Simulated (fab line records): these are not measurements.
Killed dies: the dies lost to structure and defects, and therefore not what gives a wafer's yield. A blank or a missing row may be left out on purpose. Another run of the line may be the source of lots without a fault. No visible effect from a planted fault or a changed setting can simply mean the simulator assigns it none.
Which tool did it? / flow gf180mcu / 13 lots with 39 wafers sampled at 2 steps, on a route of 602 steps

== WHAT THE GAUGES READ, wafer by wafer ==
GF_MVSD_OVL_MEAS_07.
lot=L610; measured=day 4 11:18; on=overlay-01; MVSD_OVL (nm)=-2.8 -1.2 -0.7
lot=L618; measured=day 6 09:05; on=overlay-01; MVSD_OVL (nm)=1.9 0.1 -0.5
lot=L619; measured=day 6 12:45; on=overlay-02; MVSD_OVL (nm)=2.0 0.9 2.3
lot=L624; measured=day 7 20:50; on=overlay-02; MVSD_OVL (nm)=-1.0 -1.2 -2.4
lot=L625; measured=day 8 01:08; on=overlay-02; MVSD_OVL (nm)=1.4 2.4 0.8
lot=L626; measured=day 8 06:50; on=overlay-02; MVSD_OVL (nm)=-1.0 -0.7 0.1
lot=L627; measured=day 8 14:11; on=overlay-02; MVSD_OVL (nm)=-0.5 1.4 0.9
lot=L628; measured=day 8 19:33; on=overlay-01; MVSD_OVL (nm)=0.8 2.6 0.0
lot=L629; measured=day 9 00:45; on=overlay-01; MVSD_OVL (nm)=0.9 1.6 -0.1
lot=L630; measured=day 9 05:33; on=overlay-01; MVSD_OVL (nm)=-0.5 -1.2 -0.2
lot=L631; measured=day 9 11:40; on=overlay-01; MVSD_OVL (nm)=-0.5 -1.4 -1.4
lot=L632; measured=day 9 17:12; on=overlay-01; MVSD_OVL (nm)=-1.1 -0.1 0.8
lot=L633; measured=day 10 01:30; on=overlay-01; MVSD_OVL (nm)=-0.6 -0.6 -0.5

GF_HV_LDD_OVL_MEAS_08.
lot=L610; measured=day 10 01:42; on=overlay-02; HV_LDD_OVL (nm)=0.7 0.9 -0.3
lot=L618; measured=day 12 12:49; on=overlay-01; HV_LDD_OVL (nm)=0.4 -1.9 -1.7
lot=L619; measured=day 12 15:49; on=overlay-02; HV_LDD_OVL (nm)=-2.7 -1.9 -1.1
lot=L624; measured=day 14 07:46; on=overlay-02; HV_LDD_OVL (nm)=-3.5 -0.8 -1.5
lot=L625; measured=day 14 17:47; on=overlay-02; HV_LDD_OVL (nm)=0.6 1.8 -0.6
lot=L626; measured=day 14 21:35; on=overlay-01; HV_LDD_OVL (nm)=-1.7 0.3 -0.5
lot=L627; measured=day 15 01:16; on=overlay-01; HV_LDD_OVL (nm)=1.1 0.0 0.1
lot=L628; measured=day 15 11:34; on=overlay-01; HV_LDD_OVL (nm)=-2.0 0.0 1.0
lot=L629; measured=day 15 20:50; on=overlay-02; HV_LDD_OVL (nm)=-3.2 -3.8 -4.0
lot=L630; measured=day 16 00:18; on=overlay-02; HV_LDD_OVL (nm)=-1.1 -1.2 0.4
lot=L631; measured=day 16 06:05; on=overlay-02; HV_LDD_OVL (nm)=-0.6 -1.7 -2.8
lot=L632; measured=day 16 21:46; on=overlay-02; HV_LDD_OVL (nm)=2.1 0.7 -0.5
lot=L633; measured=day 17 03:17; on=overlay-02; HV_LDD_OVL (nm)=-2.5 -1.4 -0.7

== WHAT TOOL EACH LOT RAN ON (gives the tool, then ch and the chambers of the sampled wafers, and finally the start) ==
Before these readings, the record contains no process step.

== AS READ BY THE TOOLS THEMSELVES (means over the sampled wafers that have a number; for cases with no such wafer, the mark the record gives instead) ==
The record holds no such reading with a usual standard deviation.

== THE ANSWER, worked out from the rows above alone ==
Rule: usual is defined by the lots themselves. Put in order of their means at a reading, lots are off if they are a third of the lots or fewer, leave a main group of 4 or more, and stand apart from it by a gap of 3 or more times the standard deviation of the main group's means; of several such gaps the widest counts. If all means in a main group match to the digits the tables above print for the reading, that group is not used. Also off: a lot with no number at a reading for which 4 or more lots have one. Where the step has rows for the other lots, those lots are counted as sound. First the gauges in route order, then the tools' own readings, where a lot's mean is used as printed above. The first step at which some lot is off is used, and at that step the reading that is off furthest; a lot without a number counts as furthest.
Nothing can be told from this: no lot is off at any reading shown.

== WHAT THE SIMULATOR PUT IN ==
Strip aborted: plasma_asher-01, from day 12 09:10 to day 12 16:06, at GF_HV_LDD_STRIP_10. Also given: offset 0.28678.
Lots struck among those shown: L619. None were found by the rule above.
